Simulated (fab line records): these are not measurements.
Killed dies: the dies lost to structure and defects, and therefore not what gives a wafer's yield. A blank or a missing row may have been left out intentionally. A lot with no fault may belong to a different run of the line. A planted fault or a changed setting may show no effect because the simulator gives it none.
Matching of chambers | flow sky130 | SKY_METAL3_ETCH_17 on rie diel-02 has 4 sister chambers
The step etches SiO2 in C4F8/O2/Ar, stops on TiN, time 3.9 s, target depth 15 nm. 14 wafers are shown with their chamber, then 7 later ones without.

WAFERS PAIRED WITH THEIR CHAMBERS
wafer  | chamber | oes product au (a.u.)
L076.1 | 0       | 0.750
L076.3 | 1       | 0.756
L076.6 | 2       | 0.765
L078.1 | 0       | 0.749
L078.2 | 1       | 0.751
L078.3 | 3       | 0.763
L078.4 | 2       | 0.767
L078.5 | 0       | 0.755
L078.6 | 3       | 0.762
L080.1 | 0       | 0.753
L080.2 | 1       | 0.747
L080.6 | 1       | 0.766
L082.1 | 1       | 0.753
L082.2 | 0       | 0.758

SIGNATURES (averages over the wafers above)
reading        | chamber 0 | chamber 1 | chamber 2 | chamber 3 | scatter within a chamber
oes product au | 0.75300   | 0.75460   | 0.76600   | 0.76250   | 0.00512
Rule: distance of a wafer from a chamber = root of the sum over the readings of ((wafer's reading minus chamber's mean) / reading's scatter) squared. If the next closest chamber is less than 2 further off than the closest, the wafer can't be placed; otherwise it belongs to the closest. The scatter is the square root of a quotient: the sum, over the shown wafers, of each reading's squared deviation from its chamber's mean, divided by wafers minus chambers.

WAFERS WHOSE CHAMBER IS MISSING
wafer  | oes product au (a.u.)
L082.3 | 0.752
L082.4 | 0.755
L082.5 | 0.761
L082.6 | 0.760
L088.1 | 0.753
L088.4 | 0.757
L088.6 | 0.749

EACH ONE'S CHAMBER
wafer  | from the rows above               | in truth
L082.3 | can't be placed: 0 or 1 or 3      | 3
L082.4 | can't be placed: 1 or 0 or 3      | 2
L082.5 | can't be placed: 3 or 2 or 1 or 0 | 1
L082.6 | can't be placed: 3 or 1 or 2 or 0 | 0
L088.1 | can't be placed: 0 or 1 or 3      | 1
L088.4 | can't be placed: 1 or 0 or 3 or 2 | 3
L088.6 | can't be placed: 0 or 1 or 3      | 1
Placed correctly: 0 of 7. From these rows, 7 cannot be placed; in 6 the true chamber is one of the candidates. Placed wrongly: 0.
